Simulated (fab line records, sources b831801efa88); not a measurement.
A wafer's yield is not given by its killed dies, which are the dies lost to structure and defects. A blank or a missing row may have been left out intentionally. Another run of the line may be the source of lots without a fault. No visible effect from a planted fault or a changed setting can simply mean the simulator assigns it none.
A struck lot beside a sound one -- flow gf180mcu -- 19 out of 602 route steps
Sound: the wafers L411.3, L411.4, L411.5. Struck: wafers L425.1, L425.4, L425.5. At the end, the cause is stated.
For every step that has rows: the tool of each side, followed by ch and its chambers, followed by its first start. Under that, the readings that differ: sound wafers -- struck wafers -- difference of the means -- sigmas: that difference in standard deviations of wafers without a fault.
alike: words and numbers the same on both sides, and readings whose means are apart by under 2 such deviations; not compared: readings that were withheld, readings missing a value for some wafer, numbers with overlapping values and no deviation given by the record, and bounds like >300 which may hide the same value.
Wherever a step has rows on one side only, a row that says differs or no value, or a row with sigmas, the two part there. Non-overlapping numbers with no deviation appear without sigmas and do not part them. A reading missing from all wafers of one side parts the sides only when that side holds two or more wafers.

first, 2 steps without rows for these wafers: GF_M1_CLEAN_19 (cleans in DIW); GF_V1_CVD_00 (deposits SiO2, target thk 600 nm, time 100 s).
GF_V1_THK_MEAS_01:
  sound: filmMetro-04 at day 17 06:34; struck: filmMetro-01 at day 22 06:27
  alike: V1_CVD_00_THK
GF_V1_CVD_02: deposits SiO2 from TEOS, target thk 850 nm, time 94.851 s.
  sound on pecvd-04 ch 1,2, day 17 06:37; struck on pecvd-02 ch 0,1, day 22 06:31
  alike: heaterPowerW, rfFwdPowerW, susceptorTempC
GF_V1_THK_MEAS_03:
  sound: filmMetro-02 at day 17 06:41; struck: filmMetro-02 at day 22 06:35
  alike: V1_CVD_02_THK
GF_V1_CMP_04: polishes SiO2.
  sound on cmp-01 ch 0,3, day 17 07:07; struck on cmp-02 ch 0,3, day 22 06:41
  alike: motorCurrentA, retainingRingPressureFrac, timeToEndpointS
GF_V1_BOW_MEAS_05:
  sound: filmMetro-02 at day 17 07:24; struck: filmMetro-04 at day 22 06:56
  alike: V1_BOW
then, 5 steps without rows for these wafers: GF_V1_DEHYDRATE_06 (time 60 s); GF_V1_HMDS_07 (prime time 60 s); GF_V1_COAT_08; GF_V1_COAT_09 (resist thk 1000 nm); GF_V1_SOFTBAKE_10 (time 60 s).
GF_V1_EXPOSE_11: exposes mask Via1, target cd 260 nm.
  sound on krfScanner-01 ch 0, day 17 18:51; struck on krfScanner-01 ch 0, day 22 19:11
reading,sound,struck,difference,sigmas
model.V1.overlayXNm (nm),0.9801 0.9801 0.9801,40.68 40.68 40.68,+39.70,
  alike: mask
then, 2 steps without rows for these wafers: GF_V1_PEB_12 (peb time 90 s); GF_V1_DEVELOP_13 (develop time 60 s).
GF_V1_CD_MEAS_14 targets a cd of 260 nm.
  sound: cdSem-01 at day 18 06:24; struck: cdSem-02 at day 23 05:37
  alike: cdNm
GF_V1_OVL_MEAS_15:
  sound: overlay-01 at day 18 06:30; struck: overlay-02 at day 23 05:44
reading,sound,struck,difference,sigmas
V1_OVL (nm),4 6 -4,43 37 46,+40,+8
GF_V1_ETCH_16: etches BARC in N2/H2.
  sound on rieDiel-04 ch 1,2, day 18 06:31; struck on rieDiel-04 ch 0,1,2, day 23 05:46
  alike: chamberPressureMTorr, drypumpMotorCurrentA, n2FlowSccm, oesProductAu, rfFwdPowerW, throttleValvePct
GF_PASSIVATION_PROBE_99:
  the record holds rows for the sound wafers here (prober-02, day 29 01:48) but none for the struck ones

== WHERE THEY PART ==
First at GF_V1_OVL_MEAS_15; last, within this record, at GF_PASSIVATION_PROBE_99.

WHY: whatever the simulator had introduced
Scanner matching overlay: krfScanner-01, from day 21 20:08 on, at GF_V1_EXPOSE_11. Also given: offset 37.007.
